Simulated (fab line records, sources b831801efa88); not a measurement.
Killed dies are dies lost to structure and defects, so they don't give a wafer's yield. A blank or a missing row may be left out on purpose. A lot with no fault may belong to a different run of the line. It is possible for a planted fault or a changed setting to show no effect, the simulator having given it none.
Check of tool commonality ; flow gf180mcu ; 13 lots, 39 wafers sampled

## THE REASON FOR OPENING IT
2 of 13 lots carry a flag on the reading VT_IMPLANT_TW at GF_VT_IMPLANT_TW_MEAS_10. No-fault wafers: 563.1, standard deviation 2.7.
Rule: a lot is flagged when every wafer of it that has a number lies more than 4 standard deviations from that mean, or none has a number. As for the other lots, they are considered sound.

lot;measured;on;VT_IMPLANT_TW, wafer by wafer;flag
L982;day 5 14:58;film_metro-04;562.1 563.2 562.9;
L984;day 6 03:11;film_metro-03;565.9 561.1 564.3;
L985;day 6 09:31;film_metro-02;557.9 556.4 560.2;
L989;day 7 11:44;film_metro-02;558.0 558.0 560.8;
L991;day 7 21:29;film_metro-03;565.2 569.1 566.1;
L993;day 8 12:52;film_metro-02;560.3 562.3 563.7;
L994;day 8 16:25;film_metro-02;567.0 561.2 563.6;
L995;day 9 00:21;film_metro-03;563.4 560.3 562.6;
L100;day 10 07:40;film_metro-03;594.1 593.1 595.7;FLAGGED
L101;day 10 13:21;film_metro-04;591.9 591.1 587.9;FLAGGED
L102;day 10 19:08;film_metro-04;564.3 564.0 565.2;
L103;day 11 02:13;film_metro-02;561.9 560.3 557.6;
L105;day 11 16:17;film_metro-03;563.2 562.7 563.8;
On average the flagged lots' numbers are 592.3, which is +29.2 against the usual, or +11 standard deviations.

## EACH LOT AND THE TOOL IT RAN ON
2 process steps preceding the reading are held in the record, out of 602 steps in the route. In each cell: the tool, then ch and the chambers that the sampled wafers went through, then the start.
lot;flag;GF_STI_ETCH_13;GF_VT_IMPLANT_IMPLANT_08
L982;;rie_diel-03 ch 0,1,2, day 2 01:34;implanter-02 ch 0, day 5 14:44
L984;;rie_diel-02 ch 0,3, day 2 12:06;implanter-04 ch 0, day 6 02:58
L985;;rie_diel-03 ch 0,2, day 2 17:30;implanter-04 ch 0, day 6 09:17
L989;;rie_diel-03 ch 0,1,2, day 3 14:31;implanter-01 ch 0, day 7 11:31
L991;;rie_diel-03 ch 1,2,3, day 3 23:16;implanter-01 ch 0, day 7 21:14
L993;;rie_diel-03 ch 0,1,3, day 4 10:49;implanter-02 ch 0, day 8 12:37
L994;;rie_diel-03 ch 0,1,3, day 4 14:52;implanter-01 ch 0, day 8 16:11
L995;;rie_diel-02 ch 0,1,3, day 4 20:51;implanter-02 ch 0, day 9 00:07
L100;FLAGGED;rie_diel-02 ch 0,2,3, day 5 22:52;implanter-02 ch 0, day 10 07:26
L101;FLAGGED;rie_diel-02 ch 1,2, day 6 03:58;implanter-02 ch 0, day 10 13:07
L102;;rie_diel-03 ch 0,1,2, day 6 08:28;implanter-01 ch 0, day 10 18:50
L103;;rie_diel-02 ch 0,1,3, day 6 14:03;implanter-04 ch 0, day 11 01:59
L105;;rie_diel-02 ch 0,1,3, day 7 00:37;implanter-01 ch 0, day 11 16:04
What is done by these steps:
- GF_STI_ETCH_13: etches the open film in CHF3/O2, stops on Si, target depth 282.31 nm, time 112.9 s.
- GF_VT_IMPLANT_IMPLANT_08
- GF_VT_IMPLANT_TW_MEAS_10

## FLAGGED AGAINST TOTAL, ONE TOOL AT A TIME (gauges that did the reading follow at the end)
step;tool;lots run;flagged;share of the flagged lots;sound lots run after its first flagged lot
GF_STI_ETCH_13;rie_diel-02;6;2;all;2 (L103,L105)
GF_STI_ETCH_13;rie_diel-03;7;0;none;-
GF_VT_IMPLANT_IMPLANT_08;implanter-01;5;0;none;-
GF_VT_IMPLANT_IMPLANT_08;implanter-02;5;2;all;0
GF_VT_IMPLANT_IMPLANT_08;implanter-04;3;0;none;-
GF_VT_IMPLANT_TW_MEAS_10;film_metro-02;5;0;none;-
GF_VT_IMPLANT_TW_MEAS_10;film_metro-03;5;1;some;1 (L105)
GF_VT_IMPLANT_TW_MEAS_10;film_metro-04;3;1;some;1 (L102)

## WHAT IS ALLOWED BY THE TABLE
In 2 table rows, all flagged lots were run: rie_diel-02 (GF_STI_ETCH_13), implanter-02 (GF_VT_IMPLANT_IMPLANT_08).
- rie_diel-02 at GF_STI_ETCH_13: 2 of its 6 lots flagged. Sound lots ran on it after the first flagged one (L103, L105), which a lasting fault on the whole tool wouldn't allow.
- implanter-02 at GF_VT_IMPLANT_IMPLANT_08: 2 of its 5 lots flagged. A fault beginning between L995 (day 9 00:07), its last sound lot, and L100 (day 10 07:26), its first flagged one, fits the data. Its own readings (dose_ions_cm2, faraday_current_uA) fall more than 4 standard deviations out on all wafers of the flagged lots.
implanter-02 at GF_VT_IMPLANT_IMPLANT_08 is the single tool remaining.

## WHAT HAD BEEN PUT IN BY THE SIMULATOR
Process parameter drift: implanter-02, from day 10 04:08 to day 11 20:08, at GF_VT_IMPLANT_IMPLANT_08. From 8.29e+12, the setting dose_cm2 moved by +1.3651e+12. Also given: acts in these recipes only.
Lots struck among those shown: L100, L101. The rule above found the same.
